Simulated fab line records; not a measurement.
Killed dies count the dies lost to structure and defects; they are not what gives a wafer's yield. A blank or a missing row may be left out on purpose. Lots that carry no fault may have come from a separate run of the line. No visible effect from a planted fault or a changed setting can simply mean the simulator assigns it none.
Matching of chambers || flow gf180mcu || GF_V4_ETCH_16 on rieDiel-01: 4 sister chambers
The step etches BARC in N2/H2. 7 wafers are shown with their chamber, then 8 later ones without.

## EACH WAFER AND ITS CHAMBER
{"wafer": "L075.3", "chamber": 0, "drypumpMotorCurrentA (A)": 6.3, "oesProductAu (a.u.)": 0.859}
{"wafer": "L085.2", "chamber": 2, "drypumpMotorCurrentA (A)": 5.4, "oesProductAu (a.u.)": 0.861}
{"wafer": "L085.5", "chamber": 1, "drypumpMotorCurrentA (A)": 5.4, "oesProductAu (a.u.)": 0.866}
{"wafer": "L087.2", "chamber": 2, "drypumpMotorCurrentA (A)": 5.4, "oesProductAu (a.u.)": 0.861}
{"wafer": "L087.4", "chamber": 3, "drypumpMotorCurrentA (A)": 5.8, "oesProductAu (a.u.)": 0.857}
{"wafer": "L087.5", "chamber": 1, "drypumpMotorCurrentA (A)": 5.5, "oesProductAu (a.u.)": 0.847}
{"wafer": "L088.1", "chamber": 3, "drypumpMotorCurrentA (A)": 5.8, "oesProductAu (a.u.)": 0.856}

## WAFERS WHOSE CHAMBER IS MISSING
{"wafer": "L088.3", "drypumpMotorCurrentA (A)": 5.4, "oesProductAu (a.u.)": 0.858}
{"wafer": "L088.5", "drypumpMotorCurrentA (A)": 5.5, "oesProductAu (a.u.)": 0.862}
{"wafer": "L091.2", "drypumpMotorCurrentA (A)": 6.2, "oesProductAu (a.u.)": 0.854}
{"wafer": "L091.3", "drypumpMotorCurrentA (A)": 5.4, "oesProductAu (a.u.)": 0.854}
{"wafer": "L091.5", "drypumpMotorCurrentA (A)": 5.8, "oesProductAu (a.u.)": 0.855}
{"wafer": "L093.1", "drypumpMotorCurrentA (A)": 5.8, "oesProductAu (a.u.)": 0.852}
{"wafer": "L093.5", "drypumpMotorCurrentA (A)": 6.2, "oesProductAu (a.u.)": 0.856}
{"wafer": "L093.6", "drypumpMotorCurrentA (A)": 5.8, "oesProductAu (a.u.)": 0.862}

## WHICH CHAMBER EACH ONE RAN IN
{"wafer": "L088.3", "from the rows above": "can't be placed: 2 or 1", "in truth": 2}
{"wafer": "L088.5", "from the rows above": "can't be placed: 1 or 2", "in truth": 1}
{"wafer": "L091.2", "from the rows above": 0, "in truth": 0}
{"wafer": "L091.3", "from the rows above": "can't be placed: 2 or 1", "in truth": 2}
{"wafer": "L091.5", "from the rows above": 3, "in truth": 3}
{"wafer": "L093.1", "from the rows above": 3, "in truth": 3}
{"wafer": "L093.5", "from the rows above": 0, "in truth": 0}
{"wafer": "L093.6", "from the rows above": 3, "in truth": 3}
Placed correctly: 5 of 8. Cannot be placed on the basis of these rows: 3; the candidates contain the true chamber in 3. Wrongly placed: 0.
How it was worked out, from the rows above alone: a wafer's distance from a chamber is the root of the sum, over the readings, of the square of ((its reading less the chamber's mean) divided by the reading's scatter). The wafer belongs to the nearest chamber; if the next one is less than 2 further off, it can't be placed. The mean given for a chamber averages the wafers shown for that chamber. The scatter is the square root of a quotient: the sum, over the shown wafers, of each reading's squared deviation from its chamber's mean, divided by wafers minus chambers.
